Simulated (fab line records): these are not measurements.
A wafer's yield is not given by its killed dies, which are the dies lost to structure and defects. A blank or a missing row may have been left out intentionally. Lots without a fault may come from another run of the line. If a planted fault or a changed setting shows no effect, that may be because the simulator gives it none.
2 desks looking at one fault || flow sky130 || each desk holds nothing but its own numbers, with what lay behind them at the end

== TOOL OWNER'S DESK, plasmaAsher-04 ==
The tool's own readings at SKY_VT_ADJUST_PCH_STRIP_09 (strips in O2/N2): means of the sampled wafers that have a number, for each lot that ran on this tool. Marked OUT: a lot whose mean sits more than 4 standard deviations from the usual mean, which makes it out of limits; the brackets give that distance.
Columns: A = drypumpMotorCurrentA at SKY_VT_ADJUST_PCH_STRIP_09, usual 5.4 A; B = o2FlowSccm at SKY_VT_ADJUST_PCH_STRIP_09, usual 2999 sccm; C = oesProductAu at SKY_VT_ADJUST_PCH_STRIP_09, usual 0.722 a.u.; D = stripTimeToEndpointS at SKY_VT_ADJUST_PCH_STRIP_09, usual 36.97 s
{"lot": "L627", "first seen here": "day 10 19:35", "A": 4.9, "B": 3000, "C": 0.726, "D": 36.99}
{"lot": "L633", "first seen here": "day 13 14:35", "A": 5.0, "B": 2993, "C": 0.721, "D": 36.85}
{"lot": "L635", "first seen here": "day 13 18:03", "A": 4.9, "B": 2998, "C": 0.722, "D": 37.01}
{"lot": "L636", "first seen here": "day 13 19:21", "A": 5.1, "B": 2997, "C": 0.722, "D": 36.97}
{"lot": "L643", "first seen here": "day 16 07:30", "A": 4.9, "B": 2995, "C": 0.726, "D": 36.87}
{"lot": "L648", "first seen here": "day 17 18:12", "A": 5.0, "B": 2994, "C": 0.719, "D": 37.01}
This desk's verdict: no lot among the 6 shows anything out of limits.

== METROLOGY DESK ==
What the gauges read, lot by lot, whatever tool the lot ran on: means of the sampled wafers that have a number. Marked OUT: a lot whose mean sits more than 4 standard deviations from the usual mean, which makes it out of limits; the brackets give that distance.
Columns: A = VIA3_W_THK at SKY_VIA3_THK_MEAS_23, usual 388 nm
{"lot": "L626", "first seen here": "day 39 17:01", "A": 384}
{"lot": "L627", "first seen here": "day 40 01:37", "A": 378}
{"lot": "L628", "first seen here": "day 40 09:17", "A": 388}
{"lot": "L633", "first seen here": "day 42 14:10", "A": 399}
{"lot": "L636", "first seen here": "day 43 02:40", "A": 379}
{"lot": "L635", "first seen here": "day 43 04:02", "A": 390}
{"lot": "L640", "first seen here": "day 44 02:24", "A": 384}
{"lot": "L641", "first seen here": "day 44 08:16", "A": 392}
{"lot": "L643", "first seen here": "day 45 02:38", "A": 403}
{"lot": "L645", "first seen here": "day 45 04:46", "A": 389}
{"lot": "L646", "first seen here": "day 45 11:40", "A": 391}
{"lot": "L647", "first seen here": "day 45 19:07", "A": 396}
{"lot": "L648", "first seen here": "day 46 01:20", "A": 386}
This desk's verdict: no lot among the 13 shows anything out of limits.

== TAKEN TOGETHER ==
The tool owner's desk saw nothing out of limits.
Metrology desk: nothing out of limits seen.

== WHAT THE SIMULATOR HAD PUT IN ==
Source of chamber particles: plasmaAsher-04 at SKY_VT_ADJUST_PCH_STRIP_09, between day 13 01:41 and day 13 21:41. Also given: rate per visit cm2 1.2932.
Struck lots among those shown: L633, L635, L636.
